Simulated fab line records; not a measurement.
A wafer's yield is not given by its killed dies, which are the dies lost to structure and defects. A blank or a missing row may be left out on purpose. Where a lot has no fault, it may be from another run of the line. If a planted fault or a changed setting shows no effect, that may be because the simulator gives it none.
The same fault as seen by 2 desks | flow sky130 | each desk has only its own numbers; what lay behind them comes last

## AT THE TOOL OWNER'S DESK: hdpcvd-02
The tool's own readings at SKY_LI_CONTACT_HDPCVD_00 (deposits PSG, target thk 930 nm, time 155 s): means of the sampled wafers that have a number, for each lot that ran on this tool. The brackets show how far a lot's mean lies from the usual mean; more than 4 standard deviations puts the lot out of limits, marked OUT.
Columns: A = pressureMtorr at SKY_LI_CONTACT_HDPCVD_00, usual 5.999 mTorr; B = susceptorTempC at SKY_LI_CONTACT_HDPCVD_00, usual 599.97 C
lot  | first seen here | A     | B
L988 | day 28 16:53    | 6.005 | 600.04
L991 | day 29 17:40    | 5.994 | 599.85
L994 | day 30 22:01    | 5.999 | 599.79
L996 | day 31 20:08    | 6.004 | 600.03
L997 | day 32 08:50    | 5.991 | 600.32
L998 | day 32 15:28    | 5.990 | 599.57
Finding of this desk: none of the 6 lots has anything out of limits.

## METROLOGY DESK
Means of the sampled wafers that have a number, per lot and without regard to the tool the lot ran on: this is what the gauges read. The brackets show how far a lot's mean lies from the usual mean; more than 4 standard deviations puts the lot out of limits, marked OUT.
Columns: A = LI_CONTACT_HDPCVD_THK at SKY_LI_CONTACT_THK_MEAS_01, usual 932 nm; B = LI_CONTACT_OVL at SKY_LI_CONTACT_OVL_MEAS_13, usual 0 nm
lot  | first seen here | A             | B
L988 | day 28 16:59    | 909           | 0
L991 | day 29 17:49    | 933           | -10
L994 | day 30 22:07    | 712 (-20) OUT | -5
L996 | day 31 20:14    | 729 (-18) OUT | -5
L997 | day 32 08:58    | 724 (-19) OUT | -4
L998 | day 32 15:34    | 730 (-18) OUT | -6
L101 | day 33 22:01    | 929           | -3
L103 | day 33 23:17    | 923           | -1
L104 | day 34 07:46    | 929           | 2
L106 | day 34 14:55    | 918           | 1
L109 | day 35 14:03    | 929           | 4
This desk's result: L994, L996, L997, L998 out of limits, first on L994 (LI_CONTACT_HDPCVD_THK at SKY_LI_CONTACT_THK_MEAS_01), day 30 22:07. L988, L991, L101, L103, L104, L106, L109: within limits.

## ALL TOGETHER
At day 30 22:07 the metrology desk could have sounded an alarm, on L994, L996, L997, L998.
The tool owner's desk saw nothing out of limits.
The tool owner's desk has L994, L996, L997, L998 on record, within its limits.
Every lot named ran SKY_LI_CONTACT_HDPCVD_00 on hdpcvd-02.

## WHAT HAD BEEN PUT IN BY THE SIMULATOR
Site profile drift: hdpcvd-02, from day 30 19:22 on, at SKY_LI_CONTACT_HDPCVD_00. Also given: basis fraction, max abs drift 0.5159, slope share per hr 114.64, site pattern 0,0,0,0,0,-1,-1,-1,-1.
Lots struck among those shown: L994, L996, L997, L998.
Delay in hours, fault start to first out-of-limits reading, per desk: metrology desk 3.
